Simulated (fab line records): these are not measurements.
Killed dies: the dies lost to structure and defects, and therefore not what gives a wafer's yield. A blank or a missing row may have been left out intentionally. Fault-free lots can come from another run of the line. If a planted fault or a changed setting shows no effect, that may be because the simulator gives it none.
What tool caused it?    flow gf180mcu    14 lots with 41 wafers sampled at 4 steps, on a route of 602 steps

WHAT THE GAUGES SHOWED, per wafer
GF_V5_THK_MEAS_03. Usual: V5_CVD_02_THK typically reads 1452 nm, with standard deviation 19.
lot   measured      on             V5_CVD_02_THK (nm)  flag
L476  day 26 01:16  film metro-02  1435 1457 1459      
L478  day 26 22:33  film metro-03  1465 1449 1469      
L479  day 27 11:18  film metro-03  1430 1434 1460      
L481  day 28 05:04  film metro-03  1434 1448 1439      
L480  day 28 07:32  film metro-01  1419 1441 1462      
L483  day 28 19:32  film metro-03  1457 1484 1484      
L482  day 29 09:49  film metro-01  1456 1434 1466      
L484  day 29 14:10  film metro-02  1473 1448 1451      
L490  day 31 06:01  film metro-03  1457 1443           
L494  day 31 22:36  film metro-03  1432 1431 1464      
L495  day 32 02:08  film metro-02  1421 1413 1444      
L497  day 32 13:16  film metro-02  1457 1443 1457      
L498  day 32 18:28  film metro-01  1444 1471 1458      
L499  day 33 06:11  film metro-01  1456 1446 1455      

WHICH TOOL RAN EACH LOT (tool, then ch and the chambers of the sampled wafers, then the start)
lot   GF_HV_LDD_ETCHBACK_58               GF_MIM_SPUTTER_09             GF_M5_ETCH_09
L476  rie diel-01 ch 1,3, day 12 08:23    pvd sputter-01, day 24 04:24  rie diel-04 ch 2,3, day 26 00:20
L478  rie diel-03 ch 1,2, day 12 23:58    pvd sputter-04, day 25 02:01  rie diel-01 ch 2,3, day 26 21:37
L479  rie diel-02 ch 0,2, day 13 16:14    pvd sputter-01, day 25 17:05  rie diel-04 ch 0,1, day 27 10:23
L481  rie diel-02 ch 2,3, day 14 12:16    pvd sputter-01, day 26 12:27  rie diel-04 ch 1,2,3, day 28 04:10
L480  rie diel-02 ch 0,2, day 14 15:17    pvd sputter-01, day 26 13:16  rie diel-04 ch 0,1,2, day 28 06:38
L483  rie diel-03 ch 1,3, day 15 04:35    pvd sputter-02, day 27 03:01  rie diel-01 ch 0,1,2, day 28 18:38
L482  rie diel-03 ch 0,2, day 15 14:28    pvd sputter-04, day 27 18:26  rie diel-02 ch 0,1,2, day 29 08:52
L484  rie diel-02 ch 0,3, day 16 00:37    pvd sputter-04, day 27 22:43  rie diel-04 ch 0,3, day 29 13:07
L490  rie diel-03 ch 0,2, day 17 11:55    pvd sputter-02, day 29 16:14  rie diel-04 ch 1,3, day 31 05:03
L494  rie diel-03 ch 1,2,3, day 18 17:17  pvd sputter-02, day 30 08:49  rie diel-04 ch 0,3, day 31 21:41
L495  rie diel-02 ch 0,1,3, day 18 22:41  pvd sputter-01, day 30 12:17  rie diel-02 ch 0,1,2, day 32 01:13
L497  rie diel-01 ch 0,1,3, day 19 16:29  pvd sputter-04, day 31 01:11  rie diel-02 ch 1,2,3, day 32 12:20
L498  rie diel-02 ch 1,2, day 19 21:44    pvd sputter-02, day 31 05:32  rie diel-01 ch 0,2, day 32 17:00
L499  rie diel-01 ch 0,1,3, day 20 19:07  pvd sputter-02, day 31 18:50  rie diel-04 ch 0,3, day 33 05:10
- GF_HV_LDD_ETCHBACK_58: etches Si3N4 in CH3F/O2, stops on SiO2, time 100 s, target depth 90 nm.
- GF_MIM_SPUTTER_09: material TiN, target thk 35 nm, time 29.2 s.
- GF_M5_ETCH_09: etches Si3N4 in CF4/O2, target depth 52 nm, time 11.6 s.

WHAT THE TOOLS THEMSELVES READ (means of the sampled wafers that have a number; where no wafer has one, the mark that the record gives instead)
GF_HV_LDD_ETCHBACK_58. Usual: drypump motor current A 5.9 A, standard deviation 0.33; oes product au 0.841 a.u., standard deviation 0.0059; throttle valve pct 10.560 %, standard deviation 0.0095.
lot   tool         drypump motor current A (A)  oes product au (a.u.)  throttle valve pct (%)  flag
L476  rie diel-01  5.8                          0.843                  10.569                  
L478  rie diel-03  6.1                          0.838                  10.559                  
L479  rie diel-02  6.2                          0.833                  10.552                  
L481  rie diel-02  5.6                          0.848                  10.559                  
L480  rie diel-02  5.9                          0.847                  10.565                  
L483  rie diel-03  6.2                          0.846                  10.564                  
L482  rie diel-03  6.2                          0.843                  10.560                  
L484  rie diel-02  5.5                          0.846                  10.559                  
L490  rie diel-03  6.1                          0.845                  10.564                  
L494  rie diel-03  5.9                          0.845                  10.560                  
L495  rie diel-02  5.6                          0.837                  10.558                  
L497  rie diel-01  5.8                          0.835                  10.569                  
L498  rie diel-02  6.1                          0.838                  10.566                  
L499  rie diel-01  5.8                          0.842                  10.567                  

GF_MIM_SPUTTER_09. Usual: throttle valve pct 29.6 %, standard deviation 1.5.
lot   tool            throttle valve pct (%)  flag
L476  pvd sputter-01  28.3                    
L478  pvd sputter-04  29.6                    
L479  pvd sputter-01  28.2                    
L481  pvd sputter-01  28.6                    
L480  pvd sputter-01  27.3                    
L483  pvd sputter-02  31.1                    
L482  pvd sputter-04  29.6                    
L484  pvd sputter-04  29.6                    
L490  pvd sputter-02  29.8                    
L494  pvd sputter-02  31.1                    
L495  pvd sputter-01  28.6                    
L497  pvd sputter-04  29.1                    
L498  pvd sputter-02  30.8                    
L499  pvd sputter-02  30.7                    

GF_M5_ETCH_09. Usual: drypump motor current A 5.6 A, standard deviation 0.45; oes product au 1.003 a.u., standard deviation 0.01; throttle valve pct 5.971 %, standard deviation 0.01.
lot   tool         drypump motor current A (A)  oes product au (a.u.)  throttle valve pct (%)  flag
L476  rie diel-04  5.3                          1.010                  5.980                   
L478  rie diel-01  5.6                          1.008                  5.968                   
L479  rie diel-04  5.1                          1.009                  5.979                   
L481  rie diel-04  5.3                          1.013                  5.974                   
L480  rie diel-04  5.2                          1.001                  5.975                   
L483  rie diel-01  5.7                          1.015                  5.972                   
L482  rie diel-02  6.0                          0.997                  5.965                   
L484  rie diel-04  5.8                          0.999                  5.972                   
L490  rie diel-04  5.3                          1.011                  5.985                   
L494  rie diel-04  5.8                          1.000                  5.968                   
L495  rie diel-02  6.1                          0.994                  5.974                   
L497  rie diel-02  5.9                          0.984                  5.971                   
L498  rie diel-01  5.8                          1.019                  5.966                   
L499  rie diel-04  5.8                          0.995                  5.973                   

THE ANSWER, worked out from the rows above alone
Rule: a lot counts as off when the mean over its wafers that have a number is more than 3 standard deviations away from the usual mean. Also off: a lot with no number at a reading for which 4 or more lots have one. Any other lot the step has rows for is counted as sound. The gauges are gone through in route order, then the tools' own readings, and for those a lot's mean is taken as printed above. The first step at which some lot is off is used, and at that step the reading that is off furthest; a lot without a number counts as furthest.
Nothing can be told from this: no lot is off at any reading shown.

WHAT THE SIMULATOR PUT IN
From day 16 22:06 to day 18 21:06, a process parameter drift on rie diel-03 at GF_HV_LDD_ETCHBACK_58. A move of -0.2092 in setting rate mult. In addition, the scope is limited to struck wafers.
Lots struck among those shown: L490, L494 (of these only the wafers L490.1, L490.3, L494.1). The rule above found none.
